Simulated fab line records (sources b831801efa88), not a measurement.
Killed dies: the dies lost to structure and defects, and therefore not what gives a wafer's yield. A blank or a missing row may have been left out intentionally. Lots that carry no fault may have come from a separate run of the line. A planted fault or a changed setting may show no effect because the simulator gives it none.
The tool behind it: which one?    flow gf180mcu    14 lots (42 wafers sampled), 1 step of a 602-step route

## WHAT THE GAUGES SHOWED, per wafer
GF_VT_IMPLANT_TW_MEAS_32. Usual: VT_IMPLANT_3_TW 268.3, standard deviation 1.9.
lot   measured      on             VT_IMPLANT_3_TW    flag
L624  day 7 09:14   film_metro-02  265.8 266.3 265.8  
L625  day 7 19:09   film_metro-03  266.4 266.3 267.7  
L626  day 7 23:12   film_metro-02  265.7 266.6 266.4  
L627  day 8 05:24   film_metro-02  267.7 267.6 267.2  
L628  day 8 12:11   film_metro-03  268.4 268.6 266.6  
L630  day 9 00:44   film_metro-04  268.8 269.5 269.2  
L632  day 9 15:03   film_metro-02  264.9 263.9 263.8  
L634  day 10 03:12  film_metro-04  271.7 270.6 270.1  
L635  day 10 10:57  film_metro-03  268.6 270.0 268.9  
L639  day 11 11:44  film_metro-03  267.7 268.0 266.5  
L640  day 11 20:06  film_metro-03  268.3 267.7 267.5  
L641  day 12 02:09  film_metro-03  267.1 266.7 265.5  
L642  day 12 07:45  film_metro-03  265.3 267.2 267.3  
L645  day 13 05:59  film_metro-04  268.4 269.4 269.8  

## WHICH TOOL RAN EACH LOT (tool, then ch and the chambers of the sampled wafers, then the start)
Before these readings, the record contains no process step.

## AS READ BY THE TOOLS THEMSELVES (means over the sampled wafers that have a number; for cases with no such wafer, the mark the record gives instead)
The record holds no such reading with a usual standard deviation.

## THE ANSWER, worked out from the rows above alone
Rule: lot off if the mean of its wafers having a number is beyond 3 standard deviations from the usual mean. Also off: a lot with no number at a reading for which 4 or more lots have one. All remaining lots with rows at the step are treated as sound. First the gauges in route order, then the tools' own readings, where a lot's mean is used as printed above. The first step at which some lot is off is used, and at that step the reading that is off furthest; a lot without a number counts as furthest.
Nothing can be told from this: no lot is off at any reading shown.

## WHAT THE SIMULATOR PUT IN
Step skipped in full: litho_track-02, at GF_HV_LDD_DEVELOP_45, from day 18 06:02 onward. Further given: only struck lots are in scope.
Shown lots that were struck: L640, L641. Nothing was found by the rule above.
